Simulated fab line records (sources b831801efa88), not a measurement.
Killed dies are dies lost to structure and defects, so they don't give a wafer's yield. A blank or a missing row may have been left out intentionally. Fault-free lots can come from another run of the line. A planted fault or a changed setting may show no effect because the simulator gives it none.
Problem report in the 8D (eight disciplines) form, filled by code	flow sky130	the parts of the form that need people (team, actions taken, sign-off) are left out

1. THE PROBLEM
VT_ADJUST_HVTP_TW at SKY_VT_ADJUST_HVTP_TW_MEAS_11 reads a mean of 30 on 3 wafers of 1 lot; wafers without a fault read 1364 with a standard deviation of 10. So: -99 or more standard deviations from the usual mean.
First seen on wafer L489.3, day 8 13:38, on filmMetro-01. The record holds 39 wafers of 13 lots with a number at this step. Rule for "out" (also "out of limits"): further than 4 standard deviations from the usual mean. The rest of the wafers with a number are treated as sound.

2. WHAT IT IS; WHAT IT IS NOT
question	is	is not
which readings at this step	VT_ADJUST_HVTP_TW	-
which lots	L489	L480, L483, L484, L485, L487, L488, L490, L499, L500, L501, L502, L503
which wafers of those lots	all that have a number	-
read on which gauges	filmMetro-01	filmMetro-02, filmMetro-03
when	from day 8 13:38	up to then (18 sound wafers); but 18 sound wafers of L490, L499, L500, L501, L502, L503 came after

3. WHAT RULES OUT EACH SUSPECT
Counting: any tool at a process step up to the reading is kept as a suspect provided that every lot that is out went through it and no sound lot did after the first of them.
- the gauge at SKY_VT_ADJUST_HVTP_TW_MEAS_11 has been ruled out. All the wafers that are out were read on filmMetro-01, but those of them that SKY_NWELL_STRIP_25 has rows for are out there too, on other tools.
- plasmaAsher-01 at SKY_NWELL_STRIP_14 (strips in O2/N2): ruled out as a lasting fault. Sound lots L501, L503 ran on it after its first lot that is out, L489 (day 6 20:35).
- plasmaAsher-02 at SKY_NWELL_STRIP_25 (strips in O2/N2): ruled out as a lasting fault. Sound lots L500, L503 ran on it after its first lot that is out, L489 (day 7 16:32).
- plasmaAsher-03 at SKY_VT_ADJUST_HVTP_STRIP_10 (strips in O2/N2): ruled out as a lasting fault. Sound lots L499, L500 ran on it after its first lot that is out, L489 (day 8 13:33).
Left after counting: nothing in the record.

4. THE CAUSE (what the simulator had put in)
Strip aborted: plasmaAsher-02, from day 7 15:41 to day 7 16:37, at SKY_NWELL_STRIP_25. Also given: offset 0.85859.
Counting ruled it out, wrongly: the rule takes a fault to strike every lot that its tool runs from its start on, and this one did not.

5. THE CHAIN OF EFFECTS, in route order
Rows list readings where the struck wafers' mean (over those with a number) sits beyond 3 standard deviations from the usual. Only readings for which the record gives a usual standard deviation are gone through. hours: the time from each lot's start at the first step in this table that gives one to its start at this step, as a median over the lots. sigmas: the change in usual standard deviations.
hours	step	reading	usual	on struck wafers	change	sigmas
0	SKY_NWELL_STRIP_25	oesProductAu	0.722 a.u.	0.914	+0.192	+45
21	SKY_VT_ADJUST_HVTP_STRIP_10	oesProductAu	0.716 a.u.	0.729	+0.013	+3.0
21	SKY_VT_ADJUST_HVTP_STRIP_10	stripTimeToEndpointS	14.20 s	43.30	+29.10	+99 or more
21	SKY_VT_ADJUST_HVTP_TW_MEAS_11	VT_ADJUST_HVTP_TW	1364	30	-1334	-99 or more
Its process steps:
- SKY_NWELL_STRIP_25: strips in O2/N2.
- SKY_VT_ADJUST_HVTP_STRIP_10: strips in O2/N2.
Readings that are blank on the struck wafers while sound wafers have them: stripTimeToEndpointS at SKY_NWELL_STRIP_25.
Later steps that measure or inspect, where all struck wafers having a row at the step show a number for every such reading and not one has moved that far: SKY_VT_ADJUST_HVTR_TW_MEAS_11.

6. HOW IT WOULD HAVE BEEN CAUGHT EARLIER
The first out-of-limits reading at a measuring or inspecting step in this record came at day 8 13:38, 22 hours after the fault's start at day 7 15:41.
Tool's own readings at SKY_NWELL_STRIP_25, oesProductAu: out on all struck wafers the step has rows for; an alarm limit on them would have tripped on the first.
